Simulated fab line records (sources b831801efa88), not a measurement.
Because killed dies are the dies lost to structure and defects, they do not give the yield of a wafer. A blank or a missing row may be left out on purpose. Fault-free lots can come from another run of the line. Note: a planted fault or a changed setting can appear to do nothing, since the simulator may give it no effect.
What tool caused it? :: flow gf180mcu :: 6 lots (18 wafers sampled), 1 step of a 602-step route

## WHAT THE GAUGES SHOWED, per wafer
GF_STI_THK_MEAS_04.
lot: L221
measured: day 1 18:34
on: filmMetro-01
STI_CVD_03_THK (nm): 208.8 209.1 208.0

lot: L223
measured: day 2 04:46
on: filmMetro-02
STI_CVD_03_THK (nm): 206.7 203.9 205.0

lot: L226
measured: day 2 19:34
on: filmMetro-03
STI_CVD_03_THK (nm): 206.0 205.9 206.7

lot: L228
measured: day 3 05:34
on: filmMetro-02
STI_CVD_03_THK (nm): 205.6 209.3 209.1

lot: L234
measured: day 4 14:11
on: filmMetro-01
STI_CVD_03_THK (nm): 207.4 208.2 207.1

lot: L238
measured: day 5 10:01
on: filmMetro-03
STI_CVD_03_THK (nm): 205.8 206.1 206.2

## EACH LOT AND THE TOOL THAT RAN IT (in order: tool; ch and the chambers of the sampled wafers; start)
There is no process step in the record ahead of these readings.

## THE ANSWER, worked out from the rows above alone
Rule: the lots themselves supply what counts as usual. Put in order of their means at a reading, lots are off if they are a third of the lots or fewer, leave a main group of 4 or more, and stand apart from it by a gap of 3 or more times the standard deviation of the main group's means; of several such gaps the widest counts. The tables above print the reading to a certain number of digits; a main group whose means all agree to those digits is not used. A lot without any number at a reading at which 4 lots or more have one is off too. Where the step has rows for the other lots, those lots are counted as sound.
No lot is off at any reading shown: from this, nothing can be told.

## WHAT WAS PUT IN BY THE SIMULATOR
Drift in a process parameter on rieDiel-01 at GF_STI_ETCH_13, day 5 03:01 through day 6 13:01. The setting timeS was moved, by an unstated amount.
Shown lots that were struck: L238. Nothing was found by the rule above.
